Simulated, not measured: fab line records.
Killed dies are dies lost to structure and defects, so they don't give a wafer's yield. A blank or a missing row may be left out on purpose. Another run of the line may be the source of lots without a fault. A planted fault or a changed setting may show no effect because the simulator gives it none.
A lot that was struck, set against a sound lot / flow sky130 / 16 steps out of a route of 708
Sound: these wafers, L664.1, L664.4, L664.6. Wafers L676.2, L676.3, L676.5 were the ones struck. The cause is given at the end.
For every step that has rows: the tool of each side, followed by ch and its chambers, followed by its first start. Under that, the readings that differ: sound wafers / struck wafers / difference of the means / sigmas: that difference in standard deviations of wafers without a fault.
alike: same words and numbers on both sides, and readings whose means sit less than 2 such deviations apart. not compared: any withheld reading, any reading some wafer has no value for, any bound like >300 that may hide the same value, and any number with overlapping values for which the record gives no deviation.
A row with sigmas, a row that says differs or no value, or rows on one side alone: a step with any of these is where the two part. Non-overlapping numbers with no deviation appear without sigmas and do not part them. A reading that every wafer of one side lacks parts them only if that side has two wafers or more.

first, 5 steps without rows for these wafers: SKY_POLY_GATE_COAT_08 (resist thk 450 nm); SKY_POLY_GATE_SOFTBAKE_09 (time 90 s); SKY_POLY_GATE_EXPOSE_10 (exposes mask P1M, target cd 150 nm); SKY_POLY_GATE_PEB_11; SKY_POLY_GATE_DEVELOP_12 (develop time 60 s).
SKY_POLY_GATE_CD_MEAS_13: target cd 150 nm.
  struck on cd-sem-01, day 25 06:39; sound on cd-sem-02, day 20 14:25
  alike: cd-nm
SKY_POLY_GATE_OVL_MEAS_14:
  struck on overlay-02, day 25 06:46; sound on overlay-01, day 20 14:32
  alike: POLY_GATE_OVL
SKY_POLY_GATE_ETCH_15: etches BARC in N2/H2, stops on SiO2, time 118.5 s, target depth 110 nm.
  sound on rie-diel-03 ch 0,1, day 20 14:34; struck on rie-diel-02 ch 1,2,3, day 25 06:47
  alike: drypump-motor-current-A, n2-flow-sccm, oes-product-au, throttle-valve-pct
  not compared: rf-hours-counter-h
SKY_POLY_GATE_ETCH_16: etches Si3N4 in CH3F/O2, stops on poly-Si, time 147.5 s, target depth 75 nm.
  sound on rie-diel-03 ch 0,1, day 20 14:39; struck on rie-diel-02 ch 1,2,3, day 25 06:52
  alike: drypump-motor-current-A, oes-product-au, throttle-valve-pct
  not compared: rf-hours-counter-h
SKY_POLY_GATE_ETCH_17: etches poly-Si in HBr/Cl2, stops on SiO2, target depth 180 nm, time 70.5 s.
  sound on rie-si-02 ch 0,1,3, day 20 14:45; struck on rie-si-01 ch 0,2,3, day 25 06:58
  alike: drypump-motor-current-A, oes-product-au, throttle-valve-pct
  not compared: rf-hours-counter-h
SKY_POLY_GATE_STRIP_18: strips in O2/N2.
  sound on plasma-asher-04 ch 0,1, day 20 14:49; struck on plasma-asher-01 ch 0,1, day 25 07:01
  alike: drypump-motor-current-A, n2-flow-sccm, oes-product-au, strip-time-to-endpoint-s
  not compared: rf-hours-counter-h
then, 1 step without rows for these wafers: SKY_POLY_GATE_CLEAN_19 (cleans in SC1/SC2, time 150 s).
SKY_POLY_GATE_OXIDATION_20: stabilise 600 s, purge 300 s, target thk 4 nm.
  sound on furnace-02 ch 0, day 20 15:01; struck on furnace-01 ch 0, day 25 09:09
SKY_POLY_GATE_THK_MEAS_21:
  struck on film-metro-02, day 25 10:25; sound on film-metro-03, day 20 16:16
reading=POLY_GATE_OXIDATION_THK (nm); sound=4.09 4.01 4.10; struck=6.47 6.44 6.60; difference=+2.44; sigmas=+26
SKY_POLY_GATE_CD_MEAS_22:
  struck on cd-sem-01, day 25 10:29; sound on cd-sem-02, day 20 16:20
  alike: cd-nm
-- a jump in the record: the struck wafers' starts before and after are 26 days apart (it breaks off in module POLY_GATE and resumes in module PAD_OPEN, where the first step shown is number 708 of the route) --
SKY_PAD_OPEN_PROBE_99:
  struck on prober-01, day 51 11:02; sound on prober-02, day 48 15:49
reading=model.etest.tip-sonos.rs-ohm-sq; sound=2705 2669 2761; struck=3084 3037 3122; difference=+369; sigmas=
reading=model.etest.tip-p.rs-ohm-sq; sound=6854 6842 6910; struck=7313 7372 7370; difference=+483; sigmas=
reading=model.etest.pfet_01v8.r-on-ohm-um; sound=2979 2933 2905; struck=3061 3062 3034; difference=+113; sigmas=
reading=model.etest.res-pdiff.line-ohm-um; sound=1380 1350 1358; struck=1494 1456 1451; difference=+104; sigmas=
reading=model.etest.tip-n.rs-ohm-sq; sound=440.6 440.6 442.6; struck=489.9 490.4 488.9; difference=+48.5; sigmas=
reading=model.etest.res-ndiff.line-ohm-um; sound=779.8 771.9 778.2; struck=807.9 806.5 809.6; difference=+31.4; sigmas=
  alike: killed_at_M0_to_M3, killed_at_M4_up, killed-at-contacts, killed-at-front-end, killed-at-other, killed-dies, killed-open, killed-short
  not compared: model.etest.nfet_01v8.r-on-ohm-um, model.etest.sonos-uncharged.r-on-ohm-um

## WHERE THEY PART
SKY_POLY_GATE_THK_MEAS_21 only, going by this record. Later steps at which nothing parts them and some readings are alike: SKY_POLY_GATE_CD_MEAS_22, SKY_PAD_OPEN_PROBE_99.

WHY: the cause the simulator had injected
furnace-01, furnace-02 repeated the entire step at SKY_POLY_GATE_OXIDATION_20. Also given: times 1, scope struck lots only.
